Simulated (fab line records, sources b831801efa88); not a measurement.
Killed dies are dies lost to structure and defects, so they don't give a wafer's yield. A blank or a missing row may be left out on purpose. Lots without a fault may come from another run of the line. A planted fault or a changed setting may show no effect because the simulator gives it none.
fab line records | flow gf180mcu
record lots=7 wafers=21 last_day=34
route steps=602 shown V2@397 M3@409
lots that met no fault: from a run of the same line without faults
start_h: hours from the record's first day to the start of the lot's first wafer shown | wait_h: hours since the lot's step before | " the same as in the row above | L1.1+2: a row that stands for several wafers | - no value, or no start given | * or withheld: withheld | < > ~ a bound
route shown NAME@n: a module of which the file shows steps, and the number in the route of the first | usual: mean/standard deviation of fault-free wafers | same: alike in all rows | chamber/n: place in a boat | sites: the reading at each site | _std_site: their standard deviation | _edge_site: outer sites' mean less inner sites' | radius_mm: how far each site lies from the wafer's centre | mask NAME#n: copy n | behind: the tool/chamber that last shaped the wafer | hold: why the lot was held/for how many hours/how that ended | device: the transistor (n, p or np) that didn't switch | end of line: the same wafers' tests at the end of the route | a step without rows: its recipe alone | killed: dies lost to structure and defects at the first sort, not the wafer's yield | map: a wafer's dies, x killed, . not, _ none there
set.NAME: the setting as run; set.NAME@STEP: as run at that earlier step | model.NAME: the simulator's own value behind a step, which no gauge read
lots at some steps of the route; a table a step, a row a wafer
services: from which hour (start_h, from the record's first day; less than 0 if before it) a tool's chamber was out of use, for how many hours, and why
## steps
# step GF_V2_OVL_MEAS_15
# usual V2_OVL=-2/5.2
# columns lot.wafer tool chamber start_h wait_h V2_OVL[nm]
L757.4 overlay-02 - 521.09 0.1 -11
L757.5 " - " " 2
L757.6 " - " " 3
L765.1 overlay-02 - 576.49 0.1 -10
L765.4 " - " " -8
L765.5 " - " " -7
L766.1 overlay-02 - 586.97 0.1 4
L766.4 " - " " -4
L766.5 " - " " 0
L767.4 overlay-01 - 595.48 0.1 0
L767.5 " - " " -3
L767.6 " - " " -3
L769.2 overlay-02 - 612.07 0.1 0
L769.3 " - " " 0
L769.5 " - " " -3
L768.2 overlay-02 - 613.17 0.1 -3
L768.5 " - " " -7
L768.6 " - " " -6
L775.3 overlay-02 - 659.68 0.1 2
L775.4 " - " " 2
L775.6 " - " " -4
# step GF_V2_ETCH_16
# recipe chemistry=N2/H2 target_depth_a=withheld overetch_a=withheld time_s=withheld target=BARC ion_energy_ev=200 source_w=500 bias_w=100 pressure_mtorr=30 n2_flow_sccm=100 h2_flow_sccm=200
# step GF_V2_ETCH_17
# recipe chemistry=C4F8/O2/Ar mask_material=KrF target=SiO2 stop_on=TiN source_w=1500 bias_w=1157 pressure_mtorr=40 c4f8_flow_sccm=withheld O2_flow_sccm=6 Ar_flow_sccm=300 time_s=withheld target_depth_a=6300
# step GF_V2_STRIP_18
# recipe chemistry=O2/N2 power_w=1400 pressure_mtorr=1500 platen_temp_c=250 o2_flow_sccm=3000 n2_flow_sccm=300 overash_fraction=0.5
# usual drypump_motor_current_A=5.8/0.52 heater_power_w=340/36 oes_product_au=0.594/0.0044
# columns lot.wafer tool chamber start_h wait_h drypump_motor_current_A heater_power_w oes_product_au rf_hours_counter_h
L757.4 plasma_asher-03 1 521.27 - 5.7 310 0.595 -
L757.5 " 0 " " 5.2 303 0.597 -
L757.6 " 1 " " 5.7 304 0.586 -
L765.1 plasma_asher-02 1 576.66 - 6.5 320 0.587 91
L765.4 " 0 " " 5.6 337 0.592 -
L765.5 " 1 " " 6.4 321 0.596 -
L766.1 plasma_asher-04 1 587.13 - 6.5 396 0.598 16
L766.4 " 0 " " 5.2 353 0.595 -
L766.5 " 0 " " 5.2 356 0.599 -
L767.4 plasma_asher-03 1 595.66 - 5.7 303 0.602 -
L767.5 " 0 " " 5.2 297 0.586 -
L767.6 " 1 " " 5.7 308 0.593 -
L769.2 plasma_asher-04 1 612.23 - 6.4 400 0.593 19
L769.3 " 0 " " 5.2 355 0.596 -
L769.5 " 1 " " 6.4 405 0.588 -
L768.2 plasma_asher-03 0 613.33 - 5.2 301 0.592 54
L768.5 " 1 " " 5.7 301 0.595 -
L768.6 " 0 " " 5.2 300 0.596 -
L775.3 plasma_asher-04 1 659.86 - 6.4 402 0.594 -
L775.4 " 0 " " 5.2 357 0.594 -
L775.6 " 1 " " 6.5 412 0.602 -
# step GF_V2_STRIP_19
# recipe chemistry=post_etch_residue_remover time_s=1200 temp_c=72.5
# step GF_V2_CLEAN_20
# recipe chemistry=DIW dry=n2_spin
# step GF_V2_SPUTTER_21
# recipe material=Ti target_thk_nm=15 chamber_pressure_pa=5 power_w=2500 substrate_temp_c=200 time_s=80.02
# usual cathode_dc_power_W=2500.0/0.42 chamber_pressure_pa=5.000/0.011 throttle_valve_pct=30.4/0.99
# columns lot.wafer tool chamber start_h wait_h cathode_dc_power_W chamber_pressure_pa throttle_valve_pct
L757.4 pvd_sputter-03 - 521.80 0.0 2500.2 4.991 30.1
L757.5 " - " " 2500.7 4.994 30.1
L757.6 " - " " 2500.3 5.002 31.7
L765.1 pvd_sputter-02 - 577.19 0.0 2500.4 5.013 29.7
L765.4 " - " " 2500.1 4.990 32.1
L765.5 " - " " 2499.7 5.006 29.5
L766.1 pvd_sputter-03 - 587.70 0.0 2500.5 4.999 29.3
L766.4 " - " " 2499.1 4.999 29.1
L766.5 " - " " 2499.7 4.975 29.1
L767.4 pvd_sputter-01 - 596.16 0.0 2499.2 4.991 31.5
L767.5 " - " " 2500.3 5.000 29.4
L767.6 " - " " 2500.3 4.987 31.4
L769.2 pvd_sputter-02 - 612.76 0.0 2500.3 5.000 29.6
L769.3 " - " " 2500.5 5.005 31.2
L769.5 " - " " 2500.1 5.003 31.0
L768.2 pvd_sputter-02 - 613.86 0.0 2499.3 4.999 31.0
L768.5 " - " " 2499.7 4.988 30.3
L768.6 " - " " 2499.6 5.013 29.4
L775.3 pvd_sputter-02 - 660.36 0.0 2500.3 5.006 30.5
L775.4 " - " " 2499.8 4.998 29.5
L775.6 " - " " 2500.5 5.001 31.2
# step GF_V2_SPUTTER_22
# recipe material=TiN target_thk_nm=10 chamber_pressure_pa=5 power_w=4000 time_s=40
# usual cathode_dc_power_W=4000.0/0.68 chamber_pressure_pa=5.001/0.0097 throttle_valve_pct=30.4/0.98
# columns lot.wafer tool chamber start_h wait_h cathode_dc_power_W chamber_pressure_pa throttle_valve_pct
L757.4 pvd_sputter-03 - 521.86 0.0 4000.3 5.001 30.0
L757.5 " - " " 4000.7 4.986 30.0
L757.6 " - " " 4000.7 5.005 31.8
L765.1 pvd_sputter-02 - 577.25 0.0 3998.6 5.010 29.4
L765.4 " - " " 3999.9 5.009 32.1
L765.5 " - " " 3999.8 5.015 29.7
L766.1 pvd_sputter-03 - 587.76 0.0 4000.4 5.005 29.2
L766.4 " - " " 4000.3 5.009 28.9
L766.5 " - " " 3998.8 5.008 29.1
L767.4 pvd_sputter-01 - 596.23 0.0 3998.5 4.990 31.4
L767.5 " - " " 4000.5 5.011 29.1
L767.6 " - " " 3999.0 4.997 31.5
L769.2 pvd_sputter-02 - 612.83 0.0 4000.1 5.010 29.4
L769.3 " - " " 3999.9 4.992 31.0
L769.5 " - " " 3998.1 5.000 31.0
L768.2 pvd_sputter-02 - 613.93 0.0 3999.7 4.982 31.0
L768.5 " - " " 4001.0 4.999 30.6
L768.6 " - " " 4000.1 5.002 29.5
L775.3 pvd_sputter-02 - 660.43 0.0 4000.1 4.994 30.3
L775.4 " - " " 3999.0 5.005 29.6
L775.6 " - " " 4000.7 4.996 30.8
# step GF_V2_CVD_23
# recipe material=W target_thk_nm=350 time_s=104.94 temp_c=400 pressure_torr=40
# step GF_V2_RS_MEAS_24
# recipe thk_meas_gauge=four-point-probe reads=W_of_V2_CVD_23+TiN_of_V2_SPUTTER_22+Ti_of_V2_SPUTTER_21
# usual V2_W_RS=0.327/0.005
# columns lot.wafer tool chamber start_h wait_h V2_W_RS[ohm/sq]
L757.4 film_metro-04 - 522.07 0.1 0.328
L757.5 " - " " 0.331
L757.6 " - " " 0.316
L765.1 film_metro-04 - 577.40 0.1 0.316
L765.4 " - " " 0.326
L765.5 " - " " 0.316
L766.1 film_metro-01 - 587.91 0.1 0.317
L766.4 " - " " 0.329
L766.5 " - " " 0.331
L767.4 film_metro-02 - 596.44 0.1 0.327
L767.5 " - " " 0.327
L767.6 " - " " 0.334
L769.2 film_metro-04 - 613.00 0.1 0.327
L769.3 " - " " 0.316
L769.5 " - " " 0.319
L768.2 film_metro-01 - 614.10 0.1 0.322
L768.5 " - " " 0.335
L768.6 " - " " 0.320
L775.3 film_metro-01 - 660.62 0.1 0.331
L775.4 " - " " 0.329
L775.6 " - " " 0.326
# step GF_V2_THK_MEAS_25
# recipe thk_meas_gauge=xrf reads=W_of_V2_CVD_23
# usual V2_W_THK=359/6.5
# columns lot.wafer tool chamber start_h wait_h V2_W_THK[nm]
L757.4 film_metro-04 - 522.16 0.1 357
L757.5 " - " " 353
L757.6 " - " " 368
L765.1 film_metro-04 - 577.52 0.1 370
L765.4 " - " " 361
L765.5 " - " " 375
L766.1 film_metro-01 - 588.03 0.1 365
L766.4 " - " " 356
L766.5 " - " " 353
L767.4 film_metro-02 - 596.53 0.1 365
L767.5 " - " " 362
L767.6 " - " " 353
L769.2 film_metro-04 - 613.11 0.1 363
L769.3 " - " " 373
L769.5 " - " " 369
L768.2 film_metro-01 - 614.21 0.1 364
L768.5 " - " " 353
L768.6 " - " " 369
L775.3 film_metro-01 - 660.72 0.1 353
L775.4 " - " " 355
L775.6 " - " " 357
# step GF_V2_CMP_26
# recipe stop_on=SiO2 down_force_psi=3.5 platen_rpm=60 t_overpolish_s=15 target_thk_nm=0 pad_velocity_m_s=0.94248
# usual motor_current_A=11.1/1.4 overpolish_run_s=15.001/0.0093 time_to_endpoint_s=84/3.1
# columns lot.wafer tool chamber start_h wait_h motor_current_A overpolish_run_s time_to_endpoint_s
L757.4 cmp-01 2 522.49 0.3 12.3 15.003 81
L757.6 " 0 " " 12.2 14.997 85
L757.5 " 1 " " 10.5 15.013 81
L765.1 cmp-01 3 577.58 0.1 9.5 15.013 88
L765.4 " 0 " " 11.5 14.988 86
L765.5 " 0 " " 11.1 14.992 89
L766.1 cmp-01 3 588.09 0.1 9.8 14.994 86
L766.4 " 0 " " 11.8 14.988 84
L766.5 " 3 " " 10.0 14.993 84
L767.4 cmp-01 1 596.56 0.0 10.3 14.991 83
L767.5 " 1 " " 10.2 14.997 86
L767.6 " 2 " " 12.5 14.993 81
L769.3 cmp-01 3 613.16 0.0 10.7 15.002 81
L769.2 " 0 " " 12.0 15.010 82
L769.5 " 3 " " 10.1 15.003 83
L768.2 cmp-01 1 614.36 0.1 10.1 15.004 85
L768.6 " 3 " " 10.3 15.007 84
L768.5 " 0 " " 11.6 14.997 82
L775.3 cmp-02 3 660.81 0.1 9.4 14.997 85
L775.4 " 0 " " 12.5 15.008 87
L775.6 " 2 " " 13.0 14.983 90
# step GF_M3_SPUTTER_00
# recipe material=Ti target_thk_nm=37.5 arriving_ion_energy_ev=80 substrate_temp_c=200 chamber_pressure_pa=2 power_w=4000 time_s=150
# usual cathode_dc_power_W=4000.0/0.74 chamber_pressure_pa=2.000/0.0035 throttle_valve_pct=30.3/0.94
# columns lot.wafer tool chamber start_h wait_h cathode_dc_power_W chamber_pressure_pa throttle_valve_pct
L757.4 pvd_sputter-03 - 522.69 0.1 4001.3 1.995 31.7
L757.5 " - " " 4000.5 1.999 29.9
L757.6 " - " " 4000.3 1.999 29.0
L765.1 pvd_sputter-03 - 577.88 0.2 - - -
L765.4 " - " " - - -
L765.5 " - " " - - -
L766.1 pvd_sputter-02 - 588.39 0.2 - - -
L766.4 " - " " - - -
L766.5 " - " " - - -
L767.4 pvd_sputter-03 - 596.86 0.2 - - -
L767.5 " - " " - - -
L767.6 " - " " - - -
L769.2 pvd_sputter-04 - 613.46 0.2 4000.2 2.000 30.2
L769.3 " - " " 4000.1 2.004 31.3
L769.5 " - " " 3999.9 1.993 29.5
L768.2 pvd_sputter-02 - 614.56 0.1 4001.1 1.999 30.6
L768.5 " - " " 4002.4 2.000 29.6
L768.6 " - " " 3999.5 1.998 32.1
L775.3 pvd_sputter-02 - 661.06 0.2 3998.6 2.000 29.5
L775.4 " - " " 4000.2 2.005 31.9
L775.6 " - " " 3999.9 1.996 32.0
# step GF_M3_SPUTTER_01
# recipe material=TiN target_thk_nm=30 power_w=6500 time_s=25 chamber_pressure_pa=0.4
# usual cathode_dc_power_W=6500.1/1.1 chamber_pressure_pa=0.4000/0.00073 throttle_valve_pct=30.3/0.95
# columns lot.wafer tool chamber start_h wait_h cathode_dc_power_W chamber_pressure_pa throttle_valve_pct
L757.4 pvd_sputter-03 - 522.79 0.1 6499.8 0.4001 31.5
L757.5 " - " " 6500.9 0.3990 29.8
L757.6 " - " " 6497.7 0.4000 28.9
L765.1 pvd_sputter-03 - 577.98 0.1 6499.7 0.3995 29.0
L765.4 " - " " 6500.9 0.4000 30.0
L765.5 " - " " 6500.7 0.4001 29.0
L766.1 pvd_sputter-02 - 588.49 0.1 6501.4 0.4006 32.0
L766.4 " - " " 6499.9 0.3992 31.0
L766.5 " - " " 6498.2 0.3999 29.5
L767.4 pvd_sputter-03 - 596.96 0.1 6501.7 0.3999 31.8
L767.5 " - " " 6499.4 0.3991 31.7
L767.6 " - " " 6501.7 0.3985 28.8
L769.2 pvd_sputter-04 - 613.56 0.1 6501.1 0.3994 30.0
L769.3 " - " " 6500.6 0.4003 31.1
L769.5 " - " " 6501.2 0.4015 29.5
L768.2 pvd_sputter-02 - 614.66 0.1 6501.2 0.4009 30.7
L768.5 " - " " 6499.7 0.4005 29.4
L768.6 " - " " 6500.5 0.4002 32.0
L775.3 pvd_sputter-02 - 661.16 0.1 6501.6 0.4009 29.6
L775.4 " - " " 6502.2 0.3986 32.2
L775.6 " - " " 6498.7 0.3982 32.4
## services
# columns tool chamber start_h hours kind
plasma_asher-04 - 503.77 2.8 pm
cmp-02 - 517.56 6.5 pm
plasma_asher-03 - 523.42 1.1 repair
pvd_sputter-02 - 523.83 6.7 repair
plasma_asher-02 - 527.15 0.7 repair
pvd_sputter-03 - 533.25 2.2 repair
cmp-02 - 543.86 2.3 repair
pvd_sputter-01 - 546.55 2.9 repair
cmp-02 - 563.82 29.3 pm
cmp-02 - 593.12 4.0 pm
cmp-01 - 597.12 8.0 pm
cmp-02 - 597.12 - consumable_replace:conditioner
cmp-02 - 597.12 - consumable_replace:pad
pvd_sputter-04 - 617.91 5.6 repair
plasma_asher-04 - 618.46 2.8 repair
cmp-02 - 623.57 1.5 repair
pvd_sputter-01 - 630.58 2.0 repair
plasma_asher-04 - 637.86 5.9 repair
pvd_sputter-01 - 646.15 14.4 repair
cmp-01 - 650.85 3.5 repair
pvd_sputter-04 - 661.09 8.7 repair
## key
first_sign step=GF_M3_SPUTTER_00 reading=tool_record direction=missing
effect none on later readings
met_at GF_M3_SPUTTER_00
struck_wafers L765.1,L765.4,L765.5,L766.1,L766.4,L766.5,L767.4,L767.5,L767.6
later_rows_left_out L765.1,L765.4,L765.5,L766.1,L766.4,L766.5,L767.4,L767.5,L767.6
sort_left_out L765.1,L765.4,L765.5,L766.1,L766.4,L766.5,L767.4,L767.5,L767.6
onset_between 522.69 577.88
fault kind=skipped_step_whole tool=pvd_sputter-02,pvd_sputter-03 chamber=- onset_h=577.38 steps=GF_M3_SPUTTER_00 scope=struck_lots_only
# sort_left_out: the simulated sort isn't trusted on such a fault, so these wafers' sort isn't shown, and their yield isn't known
# later_rows_left_out: the simulator's readings of these wafers behind a module that went badly wrong aren't trusted and aren't shown, but for the sort
